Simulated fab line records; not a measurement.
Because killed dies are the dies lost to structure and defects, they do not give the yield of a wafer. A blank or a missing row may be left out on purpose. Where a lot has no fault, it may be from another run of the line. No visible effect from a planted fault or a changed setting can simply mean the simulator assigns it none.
Which tool is to blame? + flow sfqLine + 21 wafers from 7 lots sampled at 2 of the route's 325 steps

== WHAT THE GAUGES SHOWED, per wafer ==
SFQ_M4_RS_MEAS_924: measurement is done with a four-point probe.
| lot  | measured     | on           | M4_NB_RS (ohm/sq) |
|------|--------------|--------------|-------------------|
| L248 | day 32 16:10 | filmMetro-02 | 0.886 0.894 0.890 |
| L252 | day 34 16:59 | filmMetro-02 | 0.905 0.907 0.904 |
| L254 | day 36 13:23 | filmMetro-04 | 0.886 0.880 0.897 |
| L258 | day 39 23:31 | filmMetro-04 | 0.874 0.872 0.871 |
| L263 | day 41 15:25 | filmMetro-03 | 0.908 0.906 0.901 |
| L267 | day 42 15:35 | filmMetro-04 | 1.237 1.249 1.231 |
| L269 | day 43 05:29 | filmMetro-02 | 0.894 0.906 0.896 |

== WHICH TOOL RAN EACH LOT (tool, then ch and the chambers of the sampled wafers, then the start) ==
| lot  | SFQ_TRILAYER_M4_DEP_SPUTTER_091 |
|------|---------------------------------|
| L248 | pvdSputter-04, day 32 16:02     |
| L252 | pvdSputter-04, day 34 16:53     |
| L254 | pvdSputter-03, day 36 13:17     |
| L258 | pvdSputter-04, day 39 23:22     |
| L263 | pvdSputter-03, day 41 15:20     |
| L267 | pvdSputter-04, day 42 15:29     |
| L269 | pvdSputter-03, day 43 05:24     |
- SFQ_TRILAYER_M4_DEP_SPUTTER_091: material Nb, target thk 200 nm, time 133.3 s.

== THE ANSWER, worked out from the rows above alone ==
Rule: usual is defined by the lots themselves. Put in order of their means at a reading, lots are off if they are a third of the lots or fewer, leave a main group of 4 or more, and stand apart from it by a gap of 3 or more times the standard deviation of the main group's means; of several such gaps the widest counts. The tables above print the reading to a certain number of digits; a main group whose means all agree to those digits is not used. A lot without any number at a reading at which 4 lots or more have one is off too. Where the step has rows for the other lots, those lots are counted as sound.
Off: L267, at SFQ_M4_RS_MEAS_924 (M4_NB_RS). For the main group the mean is 0.893 ohm/sq and the standard deviation 0.011.
A tool fits if, at a process step before that reading, it ran every lot that is off, and no sound lot after the first of them. The gauges at SFQ_M4_RS_MEAS_924 are tried like those tools. Can't be told from this: 2 tools fit, pvdSputter-04 at SFQ_TRILAYER_M4_DEP_SPUTTER_091, filmMetro-04 at SFQ_M4_RS_MEAS_924.

== WHAT THE SIMULATOR PUT IN ==
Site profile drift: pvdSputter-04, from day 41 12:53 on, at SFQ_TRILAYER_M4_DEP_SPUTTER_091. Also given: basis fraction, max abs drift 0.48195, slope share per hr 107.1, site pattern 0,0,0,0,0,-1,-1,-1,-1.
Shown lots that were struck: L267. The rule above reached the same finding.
